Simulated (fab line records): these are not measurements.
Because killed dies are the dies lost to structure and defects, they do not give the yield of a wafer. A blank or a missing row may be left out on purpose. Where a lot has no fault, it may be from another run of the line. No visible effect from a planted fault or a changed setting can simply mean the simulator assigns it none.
Which tool is to blame? + flow sky130 + route of 708 steps, sampled at 1 step: 6 lots, 18 wafers

## WHAT THE GAUGES SHOWED, per wafer
SKY_VIA3_CD_MEAS_12: target cd 200 nm.
| lot  | measured     | on        | cd-nm (nm)        |
|------|--------------|-----------|-------------------|
| L650 | day 40 05:57 | cd-sem-01 | 198.9 196.8 197.9 |
| L662 | day 43 03:12 | cd-sem-01 | 200.6 200.3 201.4 |
| L664 | day 43 11:03 | cd-sem-02 | 199.3 201.9 200.2 |
| L667 | day 44 19:15 | cd-sem-01 | 198.3 198.4 200.3 |
| L670 | day 45 14:20 | cd-sem-02 | 201.9 202.2 202.0 |
| L672 | day 45 20:36 | cd-sem-02 | 199.9 199.3 198.9 |

## WHICH TOOL RAN EACH LOT (tool, then ch and the chambers of the sampled wafers, then the start)
Record: no process step prior to these readings.

## THE ANSWER, worked out from the rows above alone
Rule: the lots themselves supply what counts as usual. The widest of any qualifying gaps counts: lots, ordered by their means at a reading, are off when they make up no more than a third of the lots, leave a main group of 4 or more, and stand apart from it by 3 or more times the standard deviation of that group's means. A main group is skipped when, at the precision printed for the reading in the tables above, its means are all equal. A lot without any number at a reading at which 4 lots or more have one is off too. Where the step has rows for the other lots, those lots are counted as sound.
None of the lots is off at any reading shown; this tells nothing.

## WHAT THE SIMULATOR HAD INSERTED
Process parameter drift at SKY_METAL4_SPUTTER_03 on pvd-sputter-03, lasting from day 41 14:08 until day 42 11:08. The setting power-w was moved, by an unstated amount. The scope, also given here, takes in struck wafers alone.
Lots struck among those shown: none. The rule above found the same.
